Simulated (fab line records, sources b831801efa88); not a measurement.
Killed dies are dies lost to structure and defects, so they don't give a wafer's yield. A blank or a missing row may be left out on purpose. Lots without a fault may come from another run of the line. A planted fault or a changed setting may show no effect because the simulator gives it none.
Which tool did it? | flow sky130 | 13 lots, 39 wafers sampled, at 3 steps of a route of 708

WHAT THE GAUGES READ, wafer by wafer
The record holds no reading of a measuring or inspecting step that can be judged against a usual standard deviation.

WHICH TOOL RAN EACH LOT (tool, then ch and the chambers of the sampled wafers, then the start)
lot  | SKY_METAL5_METAL_ETCH_15          | SKY_METAL5_STRIP_16                  | SKY_PAD_OPEN_PROBE_99
L323 | rie_metal-04 ch 0,1, day 43 16:23 | plasma_asher-04 ch 0,1, day 43 16:34 | -
L324 | rie_metal-02 ch 0,1, day 43 17:34 | plasma_asher-03 ch 0,1, day 43 17:48 | -
L326 | rie_metal-02 ch 0,1, day 44 09:39 | plasma_asher-01 ch 0,1, day 44 09:53 | -
L327 | rie_metal-02 ch 0,1, day 44 13:53 | plasma_asher-01 ch 0,1, day 44 14:07 | -
L328 | rie_metal-03 ch 1, day 44 23:31   | plasma_asher-04 ch 0,1, day 44 23:50 | prober-01, day 46 19:58
L329 | rie_metal-04 ch 0,1, day 45 00:55 | plasma_asher-01 ch 0,1, day 45 01:09 | -
L330 | rie_metal-03 ch 0,1, day 45 12:30 | plasma_asher-03 ch 0, day 45 12:44   | -
L331 | rie_metal-02 ch 0, day 45 13:57   | plasma_asher-03 ch 0,1, day 45 14:11 | -
L340 | rie_metal-03 ch 0,1, day 47 17:04 | plasma_asher-03 ch 0,1, day 47 17:18 | -
L343 | rie_metal-04 ch 0,1, day 48 15:48 | plasma_asher-01 ch 0,1, day 48 16:02 | -
L342 | rie_metal-04 ch 0,1, day 48 17:15 | plasma_asher-03 ch 0,1, day 48 17:29 | -
L344 | rie_metal-04 ch 1, day 48 22:03   | plasma_asher-01 ch 1, day 48 22:31   | -
L346 | rie_metal-04 ch 1, day 49 03:10   | plasma_asher-04 ch 0,1, day 49 03:34 | -
- SKY_METAL5_METAL_ETCH_15: etches the open film in Cl2/BCl3, stops on SiO2, target depth 1260 nm, time 252 s.
- SKY_METAL5_STRIP_16: strips in O2/N2.
- SKY_PAD_OPEN_PROBE_99

WHAT THE TOOLS THEMSELVES READ (means of the sampled wafers that have a number; where no wafer has one, the mark that the record gives instead)
SKY_METAL5_METAL_ETCH_15.
lot  | tool         | bcl3_flow_sccm (sccm) | drypump_motor_current_A (A) | mfc_cl2_sccm (sccm) | oes_product_au (a.u.) | throttle_valve_pct (%)
L323 | rie_metal-04 | 29.98                 | 5.3                         | 60.06               | 0.890                 | 22.265
L324 | rie_metal-02 | 30.06                 | 6.0                         | 60.12               | 0.892                 | 22.270
L326 | rie_metal-02 | 29.98                 | 6.0                         | 60.02               | 0.900                 | 22.265
L327 | rie_metal-02 | 30.03                 | 5.9                         | 60.09               | 0.893                 | 22.269
L328 | rie_metal-03 | 29.91                 | 5.4                         | 60.27               | 0.894                 | 22.257
L329 | rie_metal-04 | 29.94                 | 5.3                         | 59.97               | 0.895                 | 22.263
L330 | rie_metal-03 | 30.03                 | 5.7                         | 59.94               | 0.895                 | 22.264
L331 | rie_metal-02 | 29.88                 | 5.7                         | 60.06               | 0.893                 | 22.264
L340 | rie_metal-03 | 29.99                 | 5.7                         | 59.80               | 0.865                 | 22.258
L343 | rie_metal-04 | 29.93                 | 5.3                         | 60.15               | 0.894                 | 22.264
L342 | rie_metal-04 | 29.95                 | 5.2                         | 59.85               | 0.894                 | 22.272
L344 | rie_metal-04 | 30.08                 | 5.0                         | 59.84               | 0.894                 | 22.262
L346 | rie_metal-04 | 30.01                 | 5.0                         | 60.10               | 0.895                 | 22.264

SKY_METAL5_STRIP_16.
lot  | tool            | drypump_motor_current_A (A) | o2_flow_sccm (sccm) | oes_product_au (a.u.) | strip_time_to_endpoint_s (s)
L323 | plasma_asher-04 | 5.5                         | 3001                | 0.710                 | 13.04
L324 | plasma_asher-03 | 5.7                         | 2993                | 0.711                 | 13.15
L326 | plasma_asher-01 | 5.5                         | 3005                | 0.714                 | 13.11
L327 | plasma_asher-01 | 5.5                         | 3008                | 0.711                 | 13.20
L328 | plasma_asher-04 | 5.5                         | 3007                | 0.711                 | 13.07
L329 | plasma_asher-01 | 5.5                         | 2997                | 0.710                 | 13.06
L330 | plasma_asher-03 | 5.8                         | 3012                | 0.710                 | 13.06
L331 | plasma_asher-03 | 5.7                         | 2992                | 0.711                 | 13.20
L340 | plasma_asher-03 | 5.8                         | 2997                | 0.704                 | 12.44
L343 | plasma_asher-01 | 5.5                         | 3006                | 0.713                 | 12.89
L342 | plasma_asher-03 | 5.7                         | 3009                | 0.709                 | 13.24
L344 | plasma_asher-01 | 5.0                         | 3003                | 0.708                 | 13.27
L346 | plasma_asher-04 | 5.8                         | 2995                | 0.709                 | 13.22

SKY_PAD_OPEN_PROBE_99.
lot  | tool      | defect_limited_yield (%) | killed_at_M0_to_M3 | killed_at_M4_up | killed_at_contacts | killed_at_front_end | killed_at_other | killed_dies | killed_on_rim | killed_open | killed_short | sort_bin_3_pad_short (%) | sort_bin_5_function (%) | sort_bin_6_memory (%) | sort_n_pass | sort_yield_pct (%)
L328 | prober-01 | 82.2                     | 44                 | 4.7             | 24                 | 15                  | 0.0             | 87          | 19            | 49          | 38           | 0.6                      | 11.1                    | 6.0                   | 405         | 82.2

THE ANSWER, worked out from the rows above alone
Rule: what is usual is taken from the lots themselves. Put in order of their means at a reading, lots are off if they are a third of the lots or fewer, leave a main group of 4 or more, and stand apart from it by a gap of 3 or more times the standard deviation of the main group's means; of several such gaps the widest counts. A main group whose means are all the same, to the digits that the tables above print for the reading, isn't used. A lot without any number at a reading at which 4 lots or more have one is off too. The other lots that the step has rows for count as sound. The gauges are gone through in route order, then the tools' own readings, and for those a lot's mean is taken as printed above. The first step at which some lot is off is used, and at that step the reading that is off furthest; a lot without a number counts as furthest.
Off: L340, at SKY_METAL5_METAL_ETCH_15 (oes_product_au). The main group: mean 0.894 a.u., standard deviation 0.0023.
A tool fits if, at that step or a process step before it, it ran every lot that is off, and no sound lot after the first of them. One fits: rie_metal-03 at SKY_METAL5_METAL_ETCH_15. Its last sound lot is L330 (day 45 12:30), its first lot that is off L340 (day 47 17:04): a fault that began between those two fits.
The tool's own readings at SKY_METAL5_METAL_ETCH_15 bear it out: on the lots that are off they differ by more than 5 times the standard deviation of the sound lots' means. oes_product_au reads 0.865 a.u. there against 0.894 a.u. on the sound lots.

WHAT THE SIMULATOR HAD PUT IN
Process parameter drift: rie_metal-03, from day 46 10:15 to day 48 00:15, at SKY_METAL5_METAL_ETCH_15. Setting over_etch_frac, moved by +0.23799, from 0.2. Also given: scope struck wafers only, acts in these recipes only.
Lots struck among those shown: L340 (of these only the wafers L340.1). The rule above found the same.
